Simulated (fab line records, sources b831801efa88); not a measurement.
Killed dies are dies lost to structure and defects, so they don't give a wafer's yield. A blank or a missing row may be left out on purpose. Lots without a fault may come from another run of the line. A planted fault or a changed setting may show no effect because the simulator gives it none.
Which tool did it? | flow sky130 | 6 lots, 18 wafers sampled, at 3 steps of a route of 708

WHAT THE GAUGES READ, wafer by wafer
SKY_METAL2_RS_MEAS_05: measures by four-point-probe.
lot  | measured     | on            | METAL2_ALCU_RS (ohm/sq)
L486 | day 34 08:59 | film_metro-01 | 0.1278 0.1280 0.1282
L488 | day 35 08:11 | film_metro-03 | 0.1288 0.1288 0.1294
L491 | day 36 08:14 | film_metro-01 | 0.1268 0.1270 0.1266
L500 | day 38 23:34 | film_metro-03 | 0.1259 0.1262 0.1264
L503 | day 39 15:30 | film_metro-04 | 0.1254 0.1263 0.1251
L508 | day 41 17:43 | film_metro-03 | 0.1270 0.1265 0.1269

WHICH TOOL RAN EACH LOT (tool, then ch and the chambers of the sampled wafers, then the start)
lot  | SKY_GATE_OXIDE_OXIDATION_16   | SKY_METAL2_SPUTTER_00
L486 | furnace-02 ch 0, day 14 06:59 | pvd_sputter-03, day 34 08:50
L488 | furnace-02 ch 0, day 15 02:04 | pvd_sputter-03, day 35 08:02
L491 | furnace-02 ch 0, day 16 03:52 | pvd_sputter-01, day 36 08:04
L500 | furnace-02 ch 0, day 19 09:32 | pvd_sputter-03, day 38 23:22
L503 | furnace-02 ch 0, day 20 00:32 | pvd_sputter-04, day 39 15:20
L508 | furnace-02 ch 0, day 22 22:10 | pvd_sputter-03, day 41 17:34
- SKY_GATE_OXIDE_OXIDATION_16: stabilise 600 s, purge 300 s, target thk 3.57 nm.
- SKY_METAL2_SPUTTER_00: material Ti, target thk 15 nm, time 10 s.

THE ANSWER, worked out from the rows above alone
Rule: what is usual is taken from the lots themselves. Put in order of their means at a reading, lots are off if they are a third of the lots or fewer, leave a main group of 4 or more, and stand apart from it by a gap of 3 or more times the standard deviation of the main group's means; of several such gaps the widest counts. A main group whose means are all the same, to the digits that the tables above print for the reading, isn't used. A lot without any number at a reading at which 4 lots or more have one is off too. The other lots that the step has rows for count as sound.
No lot is off at any reading shown: from this, nothing can be told.

WHAT THE SIMULATOR HAD PUT IN
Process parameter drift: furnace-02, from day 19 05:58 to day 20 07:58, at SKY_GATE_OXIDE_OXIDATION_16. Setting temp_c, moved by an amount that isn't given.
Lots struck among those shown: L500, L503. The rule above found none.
